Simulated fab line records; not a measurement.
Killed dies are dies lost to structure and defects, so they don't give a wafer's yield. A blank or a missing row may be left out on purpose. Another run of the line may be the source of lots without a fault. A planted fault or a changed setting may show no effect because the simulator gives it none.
fab line records	flow gf180mcu
[record] lots = 10	wafers = 30	last-day = 34
route steps=602 shown M3@410 V3@434
lots that met no fault: from a run of the same line without faults
start-h: the number of hours between the record's first day and the start of the first shown wafer of the lot	wait-h: hours from the lot's prior step to this one	" repeats the value in the row above	L1.1+2: a single row standing in for several wafers	- no value, or no start was given	* or withheld: withheld	< > ~ a bound
route shown NAME@n: NAME is a module with steps in the file, n the number in the route of the first one	usual: mean and standard deviation over wafers with no fault	same: alike in all rows	chamber/n: place in a boat	sites: the reading at each site	_std_site: the values' standard deviation	_edge_site: the outer-site mean with the inner-site mean subtracted	radius-mm: for every site, how far away it sits from the centre of the wafer	mask NAME#n: copy n	behind: the last tool/chamber to shape the wafer	hold: what put the lot on hold/how long, in hours/how the hold closed	device: which transistor (n, p or np) failed to switch	end of line: tests of these same wafers at the route's end	step lacking rows: just its recipe	killed: dies lost to structure and defects at the first sort, not the wafer's yield	map: dies across one wafer; x = killed, . = not, _ = none there
set.NAME: the setting the step ran with; set.NAME@STEP: the setting that earlier step ran with	model.NAME: the simulator's own value behind a step, which no gauge read
steps of the route over a sample of lots; a table a step, a row a wafer
services: from which hour (start-h, from the record's first day; less than 0 if before it) a tool's chamber was out of use, for how many hours, and why
[[steps]]
[step GF_M3_SPUTTER_01]
[recipe] material = TiN	target-thk-nm = 30	power-w = 6500	time-s = 25	chamber-pressure-pa = 0.4
[usual] cathode-dc-power-W = 6500.1/1.2	throttle-valve-pct = 29.9/1.2
lot.wafer	tool	chamber	start-h	wait-h	cathode-dc-power-W	throttle-valve-pct
L537.2	pvd-sputter-02	-	484.80	0.1	6500.7	29.0
L537.4	"	-	"	"	6499.6	28.3
L537.6	"	-	"	"	6500.6	28.4
L541.2	pvd-sputter-04	-	526.23	0.1	6502.3	31.7
L541.4	"	-	"	"	6498.7	28.8
L541.5	"	-	"	"	6499.4	30.1
L544.1	pvd-sputter-01	-	544.38	0.1	6499.5	30.5
L544.3	"	-	"	"	6499.1	32.2
L544.6	"	-	"	"	6498.7	30.3
L543.2	pvd-sputter-01	-	547.85	0.1	6500.0	28.7
L543.3	"	-	"	"	6500.9	31.7
L543.6	"	-	"	"	6500.6	28.6
L548.1	pvd-sputter-01	-	575.18	0.1	6499.6	31.8
L548.2	"	-	"	"	6502.4	28.6
L548.3	"	-	"	"	6498.4	30.2
L551.1	pvd-sputter-01	-	591.83	0.1	6502.1	30.2
L551.3	"	-	"	"	6501.0	28.9
L551.5	"	-	"	"	6499.0	28.7
L553.3	pvd-sputter-02	-	611.66	0.1	6500.2	29.1
L553.5	"	-	"	"	6498.9	28.4
L553.6	"	-	"	"	6499.8	29.5
L556.3	pvd-sputter-04	-	630.61	0.1	6499.5	28.9
L556.4	"	-	"	"	6500.3	31.6
L556.5	"	-	"	"	6499.5	30.2
L557.1	pvd-sputter-04	-	636.76	0.1	6498.7	31.9
L557.2	"	-	"	"	6498.8	30.2
L557.4	"	-	"	"	6498.2	28.8
L558.1	pvd-sputter-04	-	649.14	0.1	6500.1	30.8
L558.2	"	-	"	"	6501.0	30.1
L558.4	"	-	"	"	6500.1	28.4
[step GF_V3_BOW_MEAS_05]
[recipe] mode = bow
[usual] V3_BOW = 117/8.9
lot.wafer	tool	chamber	start-h	wait-h	V3_BOW[um]
L537.2	film-metro-01	-	509.49	0.2	112
L537.4	"	-	"	"	106
L537.6	"	-	"	"	99
L541.2	film-metro-01	-	549.83	0.3	104
L541.4	"	-	"	"	115
L541.5	"	-	"	"	117
L544.1	film-metro-01	-	567.49	0.1	112
L544.3	"	-	"	"	105
L544.6	"	-	"	"	121
L543.2	film-metro-02	-	570.90	0.1	108
L543.3	"	-	"	"	114
L543.6	"	-	"	"	117
L548.1	film-metro-02	-	598.86	0.2	127
L548.2	"	-	"	"	114
L548.3	"	-	"	"	127
L551.1	film-metro-04	-	614.35	0.2	118
L551.3	"	-	"	"	113
L551.5	"	-	"	"	113
L553.3	film-metro-02	-	634.09	0.2	116
L553.5	"	-	"	"	138
L553.6	"	-	"	"	122
L556.3	film-metro-02	-	652.47	0.3	130
L556.4	"	-	"	"	115
L556.5	"	-	"	"	117
L557.1	film-metro-02	-	658.44	0.2	125
L557.2	"	-	"	"	118
L557.4	"	-	"	"	110
L558.1	film-metro-04	-	669.88	0.2	100
L558.2	"	-	"	"	116
L558.4	"	-	"	"	111
[step GF_V3_SPUTTER_21]
[recipe] material = Ti	target-thk-nm = 15	chamber-pressure-pa = 5	power-w = 2500	substrate-temp-c = 200	time-s = 80.02
[usual] cathode-dc-power-W = 2500.0/0.44	throttle-valve-pct = 30.0/1.1
lot.wafer	tool	chamber	start-h	wait-h	cathode-dc-power-W	throttle-valve-pct
L537.2	pvd-sputter-03	-	533.33	0.0	2499.8	30.5
L537.4	"	-	"	"	2500.5	28.8
L537.6	"	-	"	"	2499.4	28.9
L541.2	pvd-sputter-03	-	572.33	0.0	2500.3	28.7
L541.4	"	-	"	"	2499.7	30.2
L541.5	"	-	"	"	2499.7	30.0
L544.1	pvd-sputter-04	-	590.28	0.0	2499.8	30.7
L544.3	"	-	"	"	2500.0	28.4
L544.6	"	-	"	"	2499.9	30.6
L543.2	pvd-sputter-01	-	592.93	0.0	2500.2	28.7
L543.3	"	-	"	"	2499.8	31.9
L543.6	"	-	"	"	2499.9	28.6
L548.1	pvd-sputter-04	-	620.19	0.0	2500.5	31.6
L548.2	"	-	"	"	2500.1	30.6
L548.3	"	-	"	"	2499.1	28.7
L551.1	pvd-sputter-04	-	635.61	0.0	2499.8	28.6
L551.3	"	-	"	"	2499.5	31.5
L551.5	"	-	"	"	2499.9	28.9
L553.3	pvd-sputter-04	-	655.73	0.0	2500.2	30.6
L553.5	"	-	"	"	2500.0	29.2
L553.6	"	-	"	"	2500.2	31.9
L556.3	pvd-sputter-03	-	672.84	0.0	2500.4	30.1
L556.4	"	-	"	"	2501.1	28.5
L556.5	"	-	"	"	2499.6	28.8
L557.1	pvd-sputter-01	-	678.64	0.0	2500.4	30.0
L557.2	"	-	"	"	2499.8	31.9
L557.4	"	-	"	"	2501.0	28.7
L558.1	pvd-sputter-03	-	690.02	0.0	2500.1	29.5
L558.2	"	-	"	"	2500.2	30.1
L558.4	"	-	"	"	2499.9	28.9
[step GF_V3_CVD_23]
[recipe] material = W	target-thk-nm = 350	time-s = 104.9	temp-c = 400	pressure-torr = 40
[usual] heater-power-w = 863/160	susceptor-temp-C = 400.00/0.24
lot.wafer	tool	chamber	start-h	wait-h	heater-power-w	susceptor-temp-C
L537.2	cvd-w-01	0	533.43	0.0	685	400.37
L537.4	"	1	"	"	719	400.15
L537.6	"	1	"	"	744	400.45
L541.2	cvd-w-02	0	572.43	0.0	986	399.52
L541.4	"	0	"	"	1015	399.83
L541.5	"	0	"	"	1008	399.84
L544.1	cvd-w-02	1	590.38	0.0	1142	411.17
L544.3	"	1	"	"	1121	410.98
L544.6	"	1	"	"	1157	410.70
L543.2	cvd-w-02	0	593.03	0.0	1074	411.17
L543.3	"	0	"	"	1034	411.47
L543.6	"	0	"	"	1102	411.03
L548.1	cvd-w-01	0	620.29	0.0	695	399.82
L548.2	"	0	"	"	692	400.25
L548.3	"	0	"	"	682	399.92
L551.1	cvd-w-01	0	635.71	0.0	709	400.40
L551.3	"	1	"	"	734	400.06
L551.5	"	0	"	"	698	399.73
L553.3	cvd-w-01	1	655.87	0.1	740	399.72
L553.5	"	0	"	"	694	399.84
L553.6	"	1	"	"	740	399.67
L556.3	cvd-w-02	1	672.98	0.1	1071	400.24
L556.4	"	0	"	"	1010	399.30
L556.5	"	1	"	"	1086	400.69
L557.1	cvd-w-01	0	678.74	0.0	703	399.85
L557.2	"	1	"	"	730	399.86
L557.4	"	1	"	"	739	399.70
L558.1	cvd-w-02	0	690.12	0.0	1007	400.08
L558.2	"	1	"	"	1079	399.74
L558.4	"	1	"	"	1064	399.86
[step GF_V3_RS_MEAS_24]
[recipe] thk-meas-gauge = four-point-probe	reads = W_of_V3_CVD_23+TiN_of_V3_SPUTTER_22+Ti_of_V3_SPUTTER_21
[usual] V3_W_RS = 0.327/0.0041
lot.wafer	tool	chamber	start-h	wait-h	V3_W_RS[ohm/sq]
L537.2	film-metro-02	-	533.57	0.1	0.326
L537.4	"	-	"	"	0.325
L537.6	"	-	"	"	0.327
L541.2	film-metro-02	-	572.57	0.1	0.326
L541.4	"	-	"	"	0.325
L541.5	"	-	"	"	0.327
L544.1	film-metro-01	-	590.50	0.1	0.270
L544.3	"	-	"	"	0.271
L544.6	"	-	"	"	0.274
L543.2	film-metro-04	-	593.16	0.1	0.268
L543.3	"	-	"	"	0.269
L543.6	"	-	"	"	0.268
L548.1	film-metro-04	-	620.52	0.2	0.324
L548.2	"	-	"	"	0.324
L548.3	"	-	"	"	0.323
L551.1	film-metro-01	-	635.83	0.1	0.324
L551.3	"	-	"	"	0.329
L551.5	"	-	"	"	0.324
L553.3	film-metro-02	-	655.99	0.1	0.329
L553.5	"	-	"	"	0.323
L553.6	"	-	"	"	0.326
L556.3	film-metro-04	-	673.09	0.1	0.326
L556.4	"	-	"	"	0.322
L556.5	"	-	"	"	0.323
L557.1	film-metro-02	-	678.85	0.1	0.325
L557.2	"	-	"	"	0.326
L557.4	"	-	"	"	0.324
L558.1	film-metro-04	-	690.24	0.1	0.325
L558.2	"	-	"	"	0.330
L558.4	"	-	"	"	0.327
[step GF_V3_THK_MEAS_25]
[recipe] thk-meas-gauge = xrf	reads = W_of_V3_CVD_23
[usual] V3_W_THK = 349/5.5
lot.wafer	tool	chamber	start-h	wait-h	V3_W_THK[nm]
L537.2	film-metro-02	-	533.68	0.1	348
L537.4	"	-	"	"	351
L537.6	"	-	"	"	349
L541.2	film-metro-02	-	572.68	0.1	348
L541.4	"	-	"	"	351
L541.5	"	-	"	"	349
L544.1	film-metro-01	-	590.62	0.1	418
L544.3	"	-	"	"	419
L544.6	"	-	"	"	413
L543.2	film-metro-04	-	593.27	0.1	418
L543.3	"	-	"	"	417
L543.6	"	-	"	"	423
L548.1	film-metro-04	-	620.64	0.1	350
L548.2	"	-	"	"	350
L548.3	"	-	"	"	351
L551.1	film-metro-01	-	635.95	0.1	357
L551.3	"	-	"	"	350
L551.5	"	-	"	"	356
L553.3	film-metro-02	-	656.09	0.1	348
L553.5	"	-	"	"	354
L553.6	"	-	"	"	348
L556.3	film-metro-04	-	673.19	0.1	347
L556.4	"	-	"	"	351
L556.5	"	-	"	"	349
L557.1	film-metro-02	-	678.97	0.1	353
L557.2	"	-	"	"	351
L557.4	"	-	"	"	354
L558.1	film-metro-04	-	690.36	0.1	348
L558.2	"	-	"	"	343
L558.4	"	-	"	"	346
[step GF_V3_CMP_26]
[recipe] stop-on = SiO2	down-force-psi = 3.5	platen-rpm = 60	t-overpolish-s = 15	target-thk-nm = 0	pad-velocity-m-s = 0.94248
[usual] motor-current-A = 11.3/0.98	platen-rpm = 60.00/0.035	slurry-filter-dp-kPa = 13.48/0.13	slurry-flow-ml-min = 150.0/0.43	time-to-endpoint-s = 84/3.6
lot.wafer	tool	chamber	start-h	wait-h	motor-current-A	platen-rpm	slurry-filter-dp-kPa	slurry-flow-ml-min	time-to-endpoint-s
L537.4	cmp-01	3	533.73	0.0	9.9	60.01	13.45	149.9	77
L537.2	"	2	"	"	11.8	59.91	13.44	149.6	80
L537.6	"	0	"	"	12.1	60.01	13.44	149.6	89
L541.4	cmp-01	2	572.73	0.0	10.9	59.97	13.50	149.4	79
L541.2	"	0	"	"	13.2	59.98	13.37	149.9	84
L541.5	"	3	"	"	10.5	59.96	13.56	149.9	79
L544.1	cmp-01	1	590.73	0.1	10.8	59.99	13.64	150.0	101
L544.3	"	3	"	"	9.6	59.96	13.52	150.4	99
L544.6	"	0	"	"	12.8	60.01	13.73	150.3	102
L543.2	cmp-01	0	593.37	0.1	13.2	60.05	13.44	149.5	105
L543.3	"	1	"	"	10.6	60.04	13.54	150.7	100
L543.6	"	0	"	"	13.0	59.99	13.68	149.0	104
L548.2	cmp-02	2	620.70	0.0	11.1	60.00	13.40	150.4	84
L548.1	"	3	"	"	11.2	60.02	13.50	150.7	79
L548.3	"	0	"	"	9.2	60.02	13.42	149.3	84
L551.3	cmp-01	1	636.06	0.1	11.4	60.00	13.47	149.6	83
L551.1	"	2	"	"	11.2	60.03	13.60	150.1	86
L551.5	"	1	"	"	10.6	60.02	13.56	149.9	85
L553.3	cmp-01	2	656.13	0.0	11.4	59.99	13.25	150.0	83
L553.5	"	2	"	"	11.0	59.97	13.25	150.2	81
L553.6	"	3	"	"	10.1	60.00	13.43	149.2	84
L556.3	cmp-01	3	673.33	0.1	9.9	60.03	13.46	150.1	80
L556.4	"	0	"	"	13.2	59.98	13.59	149.6	87
L556.5	"	2	"	"	11.3	59.97	13.34	149.3	82
L557.1	cmp-02	3	679.03	0.1	11.7	59.95	13.56	149.8	86
L557.4	"	0	"	"	9.8	60.03	13.58	149.8	90
L557.2	"	1	"	"	12.1	59.95	13.51	150.7	83
L558.4	cmp-01	0	690.42	0.0	12.8	60.00	13.41	149.0	91
L558.1	"	2	"	"	10.9	60.05	13.63	150.5	84
L558.2	"	3	"	"	10.6	59.99	13.35	150.4	86
[[services]]
tool	chamber	start-h	hours	kind
cmp-02	-	463.94	9.9	repair
pvd-sputter-04	-	468.49	2.4	repair
cmp-01	-	485.75	0.5	repair
pvd-sputter-02	-	557.11	2.1	repair
cmp-02	-	557.79	5.1	pm
pvd-sputter-01	-	563.85	2.2	repair
cmp-02	-	572.00	4.0	pm
pvd-sputter-01	-	579.32	12.1	repair
cmp-02	-	597.93	15.6	pm
pvd-sputter-01	3	606.55	-	consumable-replace:kit
pvd-sputter-04	2	606.74	-	consumable-replace:kit
pvd-sputter-04	2	606.74	18.0	scheduled-down
pvd-sputter-04	2	606.74	18.0	vent-cycle
pvd-sputter-02	-	607.57	2.9	repair
cvd-w-01	1	614.16	10.1	repair
cmp-02	-	614.78	1.0	repair
cvd-w-01	-	622.43	0.5	repair
cmp-01	-	633.03	0.3	repair
cmp-02	-	646.47	0.2	repair
cvd-w-02	-	646.58	0.8	repair
pvd-sputter-02	-	660.69	7.4	repair
cmp-02	-	667.63	0.9	repair
cmp-01	-	680.13	4.7	pm
pvd-sputter-04	-	689.50	5.0	repair
[[key]]
[first-sign] step = GF_V3_CVD_23	reading = susceptor-temp-C	direction = up	sigmas = 47	usual = *	struck = *
[effect] step = GF_V3_RS_MEAS_24	reading = V3_W_RS	direction = down	sigmas = 14	usual = 0.327	struck = 0.270
[effect] step = GF_V3_THK_MEAS_25	reading = V3_W_THK	direction = up	sigmas = 13	usual = 349	struck = 418
[effect] step = GF_V3_CMP_26	reading = time-to-endpoint-s	direction = up	sigmas = 5.1	usual = *	struck = *
met-at GF_V3_CVD_23
struck-lots L543,L544
not-acting-at GF_M3_SPUTTER_01,GF_V3_BOW_MEAS_05,GF_V3_SPUTTER_21
onset-between 572.43 590.38
[fault] kind = process-parameter-drift	tool = cvd-w-02	chamber = -	onset-h = 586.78	steps = GF_V3_CVD_23	channel = temp-c	offset = *	shape = step	end-h = 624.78	acts-in = *	stated = *
